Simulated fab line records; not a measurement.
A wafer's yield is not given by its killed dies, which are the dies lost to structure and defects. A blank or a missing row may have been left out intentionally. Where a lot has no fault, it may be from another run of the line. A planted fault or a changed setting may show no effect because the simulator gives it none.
A struck lot beside a sound one :: flow sky130 :: 31 out of 708 route steps
Sound: these wafers, L988.2, L988.3, L988.4. Struck: wafer L102.6 (left out: L102.2, L102.5 of the same lot, which were not struck); the cause appears at the end.
Order at every step that has rows: each side's tool, ch and its chambers, its first start. Under that, the readings that differ: sound wafers :: struck wafers :: difference of the means :: sigmas: that difference in standard deviations of wafers without a fault.
alike: words and numbers the same on both sides, and readings whose means are apart by under 2 such deviations; not compared: readings that were withheld, readings missing a value for some wafer, numbers with overlapping values and no deviation given by the record, and bounds like >300 which may hide the same value.
A row with sigmas, a row that says differs or no value, or rows on one side alone: a step with any of these is where the two part. When numbers do not overlap yet have no deviation, they are printed without sigmas and do not part them. Lack of a reading on every wafer of one side parts them only where that side has two or more wafers.

SKY_LI_CONTACT_OVL_MEAS_13:
  sound: overlay-01 at day 29 04:16; struck: overlay-01 at day 33 22:03
  alike: LI_CONTACT_OVL
SKY_LI_CONTACT_ETCH_14: etches BARC in N2/H2, stops on SiO2, time 45.9 s, target depth 60 nm.
  sound on rie-diel-01 ch 0,2,3, day 29 04:17; struck on rie-diel-01 ch 3, day 33 22:05
  alike: drypump-motor-current-A, oes-product-au, throttle-valve-pct
  not compared: rf-hours-counter-h
then, 4 steps without rows for these wafers: SKY_LI_CONTACT_ETCH_15 (etches PSG in C4F8/O2/Ar, stops on Si, target depth 600 nm); SKY_LI_CONTACT_STRIP_16 (strips in O2/N2); SKY_LI_CONTACT_CLEAN_17 (cleans in NMP, time 600 s); SKY_LI_CONTACT_PRE_CLEAN_18 (time 5.6 s).
SKY_LI_CONTACT_SPUTTER_19: material Ti, target thk 20 nm, time 106.37 s.
  sound: pvd-sputter-02 at day 29 04:44; struck: pvd-sputter-01 at day 33 22:30
  alike: chamber-pressure-pa, throttle-valve-pct
SKY_LI_CONTACT_SPUTTER_20: material TiN, target thk 20 nm, time 80 s.
  sound: pvd-sputter-02 at day 29 04:49; struck: pvd-sputter-01 at day 33 22:34
  alike: chamber-pressure-pa, throttle-valve-pct
then, 1 step without rows for these wafers: SKY_LI_CONTACT_CVD_21 (deposits W, target thk 400 nm, time 120.56 s).
SKY_LI_CONTACT_RS_MEAS_22: measurement is done with a four-point probe.
  sound: film-metro-01 at day 29 05:01; struck: film-metro-03 at day 33 22:47
reading: LI_CONTACT_W_RS (ohm/sq)
sound: 0.289 0.283 0.290
struck: 0.279
difference: -0.008
sigmas: -3
SKY_LI_CONTACT_THK_MEAS_23: measures by xrf.
  sound: film-metro-01 at day 29 05:07; struck: film-metro-03 at day 33 22:53
reading: LI_CONTACT_W_THK (nm)
sound: 388 394 386
struck: 409
difference: +20
sigmas: +3
SKY_LI_CONTACT_CMP_24: polishes, stops on PSG, t overpolish 20 s, target thk 0 nm.
  sound on cmp-02 ch 0,2,3, day 29 05:10; struck on cmp-02 ch 1, day 33 22:59
  alike: motor-current-A, overpolish-run-s, time-to-endpoint-s
SKY_LOCAL_INTERCONNECT_SPUTTER_00: material TiN, target thk 100 nm, time 83.3 s.
  sound: pvd-sputter-03 at day 29 05:28; struck: pvd-sputter-03 at day 33 23:14
reading: model.TiN_of_LOCAL_INTERCONNECT_SPUTTER_00.thk-nm (nm)
sound: 98.15 99.6 98.6
struck: 93.24
difference: -5.54
sigmas: 
  alike: chamber-pressure-pa, throttle-valve-pct
SKY_LOCAL_INTERCONNECT_RS_MEAS_01: measurement is done with a four-point probe.
  sound: film-metro-04 at day 29 05:34; struck: film-metro-02 at day 33 23:19
reading: LOCAL_INTERCONNECT_TIN_RS (ohm/sq)
sound: 14.46 14.19 14.35
struck: 15.23
difference: +0.90
sigmas: +6
SKY_LOCAL_INTERCONNECT_THK_MEAS_02: measures by xrf.
  sound: film-metro-04 at day 29 05:40; struck: film-metro-02 at day 33 23:26
reading: LOCAL_INTERCONNECT_TIN_THK (nm)
sound: 98.1 100.0 98.7
struck: 93.0
difference: -5.9
sigmas: -5
then, 8 steps without rows for these wafers: SKY_LOCAL_INTERCONNECT_DEHYDRATE_03 (time 60 s); SKY_LOCAL_INTERCONNECT_HMDS_04 (prime time 60 s); SKY_LOCAL_INTERCONNECT_COAT_05 (resist thk 60 nm); SKY_LOCAL_INTERCONNECT_COAT_06 (resist thk 450 nm); SKY_LOCAL_INTERCONNECT_SOFTBAKE_07 (time 90 s); SKY_LOCAL_INTERCONNECT_EXPOSE_08 (exposes mask LI1M, target cd 170 nm); SKY_LOCAL_INTERCONNECT_PEB_09; SKY_LOCAL_INTERCONNECT_DEVELOP_10 (develop time 60 s).
SKY_LOCAL_INTERCONNECT_CD_MEAS_11: target cd 170 nm.
  sound: cd-sem-01 at day 30 09:56; struck: cd-sem-01 at day 35 01:17
  alike: cd-nm
SKY_LOCAL_INTERCONNECT_OVL_MEAS_12:
  sound: overlay-01 at day 30 10:03; struck: overlay-01 at day 35 01:24
  alike: LOCAL_INTERCONNECT_OVL
then, 1 step without rows for these wafers: SKY_LOCAL_INTERCONNECT_ETCH_13 (etches BARC in N2/H2, stops on SiO2, time 45.9 s, target depth 60 nm).
SKY_LOCAL_INTERCONNECT_METAL_ETCH_14: etches TiN in Cl2/BCl3, stops on PSG, target depth 110 nm, time 31.4 s.
  sound on rie-metal-01 ch 1, day 30 10:13; struck on rie-metal-04 ch 0, day 35 01:30
reading: he-backside-leak-sccm (sccm)
sound: 3.01 3.10 3.11
struck: 3.57
difference: +0.50
sigmas: +3

reading: oes-product-au (a.u.)
sound: 0.932 0.942 0.929
struck: 0.901
difference: -0.033
sigmas: -4
  alike: drypump-motor-current-A, throttle-valve-pct
  not compared: rf-hours-counter-h
SKY_LOCAL_INTERCONNECT_STRIP_15: strips in O2/N2.
  sound on plasma-asher-04 ch 0,1, day 30 10:18; struck on plasma-asher-03 ch 1, day 35 01:33
  alike: drypump-motor-current-A, o2-flow-sccm, oes-product-au, strip-time-to-endpoint-s
  not compared: rf-hours-counter-h
SKY_LOCAL_INTERCONNECT_STRIP_16: strips in post etch residue remover, time 1200 s.
  sound on wet-bench-02 ch 0, day 30 10:24; struck on wet-bench-01 ch 2, day 35 01:39
reading: model.TiN_of_LOCAL_INTERCONNECT_SPUTTER_00.thk-nm (nm)
sound: 97.73 99.18 98.17
struck: 92.82
difference: -5.54
sigmas: 
  alike: bath-guard-temp-C
then, 1 step without rows for these wafers: SKY_LOCAL_INTERCONNECT_CLEAN_17 (cleans in IPA, time 180 s).
-- a jump in the record: the struck wafers' starts before and after are 14 days apart (it breaks off in module LOCAL_INTERCONNECT and resumes in module PAD_OPEN, where the first step shown is number 708 of the route) --
SKY_PAD_OPEN_PROBE_99:
  sound: prober-02 at day 45 20:48; struck: prober-02 at day 49 07:17
reading: model.etest.res-li.line-ohm-um
sound: 77.83 76.3 77.36
struck: 80.05
difference: +2.89
sigmas: 

reading: model.etest.res-li.rs-ohm-sq
sound: 12.99 12.89 12.94
struck: 13.69
difference: +0.75
sigmas: 
  alike: killed_at_M0_to_M3, killed_at_M4_up, killed-at-contacts, killed-at-front-end, killed-at-other, killed-dies, killed-open, killed-short

## WHERE THEY PART
First at SKY_LI_CONTACT_RS_MEAS_22; last, within this record, at SKY_LOCAL_INTERCONNECT_METAL_ETCH_14. Later steps at which nothing parts them and some readings are alike: SKY_LOCAL_INTERCONNECT_STRIP_15, SKY_LOCAL_INTERCONNECT_STRIP_16, SKY_PAD_OPEN_PROBE_99.

WHY: whatever the simulator had introduced
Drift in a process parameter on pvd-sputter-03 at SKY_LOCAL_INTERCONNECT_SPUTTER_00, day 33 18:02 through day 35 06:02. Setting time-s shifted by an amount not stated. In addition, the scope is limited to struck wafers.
